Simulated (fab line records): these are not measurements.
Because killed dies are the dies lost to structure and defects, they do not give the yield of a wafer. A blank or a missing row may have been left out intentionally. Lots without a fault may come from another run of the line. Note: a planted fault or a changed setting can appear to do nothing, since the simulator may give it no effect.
Matching of chambers	flow sky130	SKY_CONTACT_CMP_04 on cmp-02: 3 sister chambers
The step polishes SiO2. 16 wafers are shown with their chamber, then 7 later ones without.

WAFERS WITH THEIR CHAMBER
wafer	chamber	motor-current-A (A)	time-to-endpoint-s (s)
L749.2	1	11.9	78
L749.4	3	10.4	81
L749.5	2	12.2	82
L752.2	3	10.3	81
L752.4	2	11.6	78
L752.6	1	12.9	76
L757.2	2	12.0	79
L757.5	3	10.6	82
L757.6	2	12.0	85
L759.1	3	10.6	89
L759.3	2	11.3	80
L759.5	2	12.0	79
L764.1	2	11.3	85
L764.4	1	12.6	83
L764.5	1	12.9	86
L763.1	2	11.4	86

SIGNATURES (averages over the wafers above)
reading	chamber 1	chamber 2	chamber 3	scatter within a chamber
motor-current-A	12.575	11.725	10.475	0.358
time-to-endpoint-s	80.75	81.75	83.25	3.71
Rule: for each reading, subtract the chamber's mean from the wafer's reading, divide by that reading's scatter and square the result; add these up over the readings and take the root, which gives the wafer's distance from the chamber. The wafer belongs to the nearest chamber; if the next one is less than 2 further off, it can't be placed. How the scatter is found: for the shown wafers, subtract from each reading the mean of its chamber, square and add these, divide the total by (wafers less chambers), then take the root.

WAFERS WITHOUT THEIR CHAMBER
wafer	motor-current-A (A)	time-to-endpoint-s (s)
L763.4	12.8	83
L763.5	12.1	82
L768.1	11.6	85
L768.4	12.6	84
L768.5	11.8	85
L772.2	12.9	78
L772.5	10.2	81

WHICH CHAMBER EACH ONE RAN IN
wafer	from the rows above	in truth
L763.4	1	1
L763.5	can't be placed: 2 or 1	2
L768.1	2	2
L768.4	can't be placed: 1 or 2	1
L768.5	can't be placed: 2 or 1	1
L772.2	1	1
L772.5	3	3
Placed correctly: 4 of 7. Can't be placed from these rows: 3 (the true chamber is among the candidates in 3). Wrongly placed: 0.
